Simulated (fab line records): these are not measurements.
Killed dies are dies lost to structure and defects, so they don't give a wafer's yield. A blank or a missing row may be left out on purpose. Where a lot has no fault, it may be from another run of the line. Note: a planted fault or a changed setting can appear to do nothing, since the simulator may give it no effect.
Check for tools in common || flow gf180mcu || Sample size 13 lots and 39 wafers

== REASON IT WAS OPENED ==
At GF_MVSD_TW_MEAS_11 the reading MVSD_TW is flagged on 2 of 13 lots. Fault-free wafers read 1585, with a standard deviation of 22.
Rule: flag the lot when none of its wafers has a number, or when each of its wafers that has one lies beyond 4 standard deviations from that mean. As for the other lots, they are considered sound.

{"lot": "L271", "measured": "day 4 10:25", "on": "film_metro-03", "MVSD_TW, wafer by wafer": "1568 1568 1573", "flag": ""}
{"lot": "L272", "measured": "day 4 16:02", "on": "film_metro-04", "MVSD_TW, wafer by wafer": "1574 1585 1577", "flag": ""}
{"lot": "L273", "measured": "day 4 21:14", "on": "film_metro-04", "MVSD_TW, wafer by wafer": "1582 1576 1575", "flag": ""}
{"lot": "L274", "measured": "day 5 03:07", "on": "film_metro-03", "MVSD_TW, wafer by wafer": "1551 1546 1553", "flag": ""}
{"lot": "L276", "measured": "day 5 16:01", "on": "film_metro-03", "MVSD_TW, wafer by wafer": "1560 1557 1547", "flag": ""}
{"lot": "L277", "measured": "day 5 21:04", "on": "film_metro-01", "MVSD_TW, wafer by wafer": "1609 1613 1603", "flag": ""}
{"lot": "L282", "measured": "day 7 05:37", "on": "film_metro-01", "MVSD_TW, wafer by wafer": "1770 1783 1784", "flag": "FLAGGED"}
{"lot": "L283", "measured": "day 7 10:01", "on": "film_metro-04", "MVSD_TW, wafer by wafer": "1787 1775 1777", "flag": "FLAGGED"}
{"lot": "L284", "measured": "day 7 14:29", "on": "film_metro-01", "MVSD_TW, wafer by wafer": "1602 1618 1610", "flag": ""}
{"lot": "L286", "measured": "day 8 04:37", "on": "film_metro-03", "MVSD_TW, wafer by wafer": "1555 1557 1562", "flag": ""}
{"lot": "L292", "measured": "day 9 12:12", "on": "film_metro-03", "MVSD_TW, wafer by wafer": "1557 1560 1553", "flag": ""}
{"lot": "L293", "measured": "day 9 18:29", "on": "film_metro-01", "MVSD_TW, wafer by wafer": "1610 1608 1601", "flag": ""}
{"lot": "L294", "measured": "day 10 00:50", "on": "film_metro-01", "MVSD_TW, wafer by wafer": "1610 1613 1603", "flag": ""}
Average over the flagged lots: 1779; offset from the usual +194, equal to +9 standard deviations.

== TOOL THAT RAN EACH LOT ==
The record keeps 1 process step preceding the reading, out of 602 steps on the route. Cell contents, in order: the tool; ch with the chambers the sampled wafers went through; the start.
{"lot": "L271", "flag": "", "GF_MVSD_IMPLANT_08": "implanter-02 ch 0, day 4 10:01"}
{"lot": "L272", "flag": "", "GF_MVSD_IMPLANT_08": "implanter-02 ch 0, day 4 15:38"}
{"lot": "L273", "flag": "", "GF_MVSD_IMPLANT_08": "implanter-02 ch 0, day 4 20:50"}
{"lot": "L274", "flag": "", "GF_MVSD_IMPLANT_08": "implanter-04 ch 0, day 5 02:43"}
{"lot": "L276", "flag": "", "GF_MVSD_IMPLANT_08": "implanter-03 ch 0, day 5 15:38"}
{"lot": "L277", "flag": "", "GF_MVSD_IMPLANT_08": "implanter-04 ch 0, day 5 20:40"}
{"lot": "L282", "flag": "FLAGGED", "GF_MVSD_IMPLANT_08": "implanter-03 ch 0, day 7 05:13"}
{"lot": "L283", "flag": "FLAGGED", "GF_MVSD_IMPLANT_08": "implanter-03 ch 0, day 7 09:37"}
{"lot": "L284", "flag": "", "GF_MVSD_IMPLANT_08": "implanter-02 ch 0, day 7 14:05"}
{"lot": "L286", "flag": "", "GF_MVSD_IMPLANT_08": "implanter-02 ch 0, day 8 04:14"}
{"lot": "L292", "flag": "", "GF_MVSD_IMPLANT_08": "implanter-02 ch 0, day 9 11:50"}
{"lot": "L293", "flag": "", "GF_MVSD_IMPLANT_08": "implanter-02 ch 0, day 9 18:07"}
{"lot": "L294", "flag": "", "GF_MVSD_IMPLANT_08": "implanter-04 ch 0, day 10 00:27"}
What the steps here do:
- GF_MVSD_IMPLANT_08
- GF_MVSD_TW_MEAS_11

== FLAGGED OVER TOTAL, TOOL BY TOOL (the gauges that took the reading come last) ==
{"step": "GF_MVSD_IMPLANT_08", "tool": "implanter-02", "lots run": 7, "flagged": 0, "share of the flagged lots": "none", "sound lots run after its first flagged lot": "-"}
{"step": "GF_MVSD_IMPLANT_08", "tool": "implanter-03", "lots run": 3, "flagged": 2, "share of the flagged lots": "all", "sound lots run after its first flagged lot": 0}
{"step": "GF_MVSD_IMPLANT_08", "tool": "implanter-04", "lots run": 3, "flagged": 0, "share of the flagged lots": "none", "sound lots run after its first flagged lot": "-"}
{"step": "GF_MVSD_TW_MEAS_11", "tool": "film_metro-01", "lots run": 5, "flagged": 1, "share of the flagged lots": "some", "sound lots run after its first flagged lot": "3 (L284,L293,L294)"}
{"step": "GF_MVSD_TW_MEAS_11", "tool": "film_metro-03", "lots run": 5, "flagged": 0, "share of the flagged lots": "none", "sound lots run after its first flagged lot": "-"}
{"step": "GF_MVSD_TW_MEAS_11", "tool": "film_metro-04", "lots run": 3, "flagged": 1, "share of the flagged lots": "some", "sound lots run after its first flagged lot": 0}

== THE TABLE: WHAT IT ALLOWS ==
1 row of the table ran every flagged lot: implanter-03 at GF_MVSD_IMPLANT_08.
- implanter-03 at GF_MVSD_IMPLANT_08: 2 of its 3 lots flagged. It ran its last sound lot, L276, at day 5 15:38 and its first flagged lot, L282, at day 7 05:13: a fault with its onset between the two fits. Its own readings lie more than 4 standard deviations out on every wafer of the flagged lots: tilt_deg.
One tool is left: implanter-03 at GF_MVSD_IMPLANT_08.

== WHAT HAD BEEN PUT IN BY THE SIMULATOR ==
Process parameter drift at GF_MVSD_IMPLANT_08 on implanter-03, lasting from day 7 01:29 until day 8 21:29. Setting tilt_deg, moved by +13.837, from 0. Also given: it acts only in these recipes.
Struck lots among those shown: L282, L283. The rule above reached the same finding.
